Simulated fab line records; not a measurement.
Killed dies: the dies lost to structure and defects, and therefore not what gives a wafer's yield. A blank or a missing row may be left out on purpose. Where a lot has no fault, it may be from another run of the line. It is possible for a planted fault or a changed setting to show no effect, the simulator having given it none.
A struck lot beside a sound one / flow sky130 / 15 out of 708 route steps
Sound: the wafers L375.2, L375.5, L375.6. Struck: wafers L382.1, L382.4, L382.6. The cause is given at the end.
For every step that has rows: the tool of each side, followed by ch and its chambers, followed by its first start. Under that, the readings that differ: sound wafers / struck wafers / difference of the means / sigmas: that difference in standard deviations of wafers without a fault.
alike: same words and numbers on both sides, and readings whose means sit less than 2 such deviations apart. not compared: any withheld reading, any reading some wafer has no value for, any bound like >300 that may hide the same value, and any number with overlapping values for which the record gives no deviation.
A row with sigmas, a row that says differs or no value, or rows on one side alone: a step with any of these is where the two part. Numbers that have no deviation but don't overlap get no sigmas and don't part them. A reading that every wafer of one side lacks parts them only if that side has two wafers or more.

SKY_VT_ADJUST_PCH_STRIP_09: strips in O2/N2.
  sound on plasma-asher-04 ch 0,1, day 14 13:10; struck on plasma-asher-01 ch 0,1, day 16 17:15
  alike: drypump-motor-current-A, oes-product-au, strip-time-to-endpoint-s
  not compared: rf-hours-counter-h
SKY_VT_ADJUST_PCH_TW_MEAS_10:
  sound on film-metro-04, day 14 13:17; struck on film-metro-03, day 16 17:21
  alike: VT_ADJUST_PCH_TW
then, 7 steps without rows for these wafers: SKY_SONOS_TUNNEL_DEHYDRATE_00 (time 60 s); SKY_SONOS_TUNNEL_HMDS_01 (prime time 60 s); SKY_SONOS_TUNNEL_COAT_02 (resist thk 1140 nm); SKY_SONOS_TUNNEL_SOFTBAKE_03 (time 60 s); SKY_SONOS_TUNNEL_EXPOSE_04 (exposes mask TUNM, target cd 410 nm); SKY_SONOS_TUNNEL_PEB_05; SKY_SONOS_TUNNEL_DEVELOP_06 (develop time 60 s).
SKY_SONOS_TUNNEL_CD_MEAS_07: the cd target is 410 nm.
  sound on cd-sem-02, day 15 16:29; struck on cd-sem-01, day 17 22:35
  alike: cd-nm
SKY_SONOS_TUNNEL_OVL_MEAS_08:
  sound on overlay-02, day 15 16:35; struck on overlay-02, day 17 22:43
  alike: SONOS_TUNNEL_OVL
after that, 1 step had no rows for these wafers: SKY_SONOS_TUNNEL_IMPLANT_09.
SKY_SONOS_TUNNEL_WET_ETCH_10: etches SiO2 in dHF, target depth 14 nm, time 280 s.
  sound on wet-bench-03 ch 0, day 15 16:46; struck on wet-bench-03 ch 1, day 17 22:53
  no value came back on the struck wafers for bath-heat-duty-pct (%), run-length-s (s); on the sound wafers bath-heat-duty-pct (%) reads 6.6 6.2 6.6
then, 1 step without rows for these wafers: SKY_SONOS_TUNNEL_STRIP_11 (strips in SPM, time 600 s).
-- here the record skips 32 days between the struck wafers' starts before and after, leaving off in module SONOS_TUNNEL and picking up in module PAD_OPEN (first step shown: number 708 of the route) --
SKY_PAD_OPEN_PROBE_99:
  the record has rows for the struck wafers here (prober-02, day 50 08:23) and none for the sound ones

WHERE THEY PART
Earliest at SKY_SONOS_TUNNEL_WET_ETCH_10; latest, in this record, at SKY_PAD_OPEN_PROBE_99.

WHY: what had been put in by the simulator
Entire step skipped (wet-bench-03, SKY_SONOS_TUNNEL_WET_ETCH_10), from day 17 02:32 onward. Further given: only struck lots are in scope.
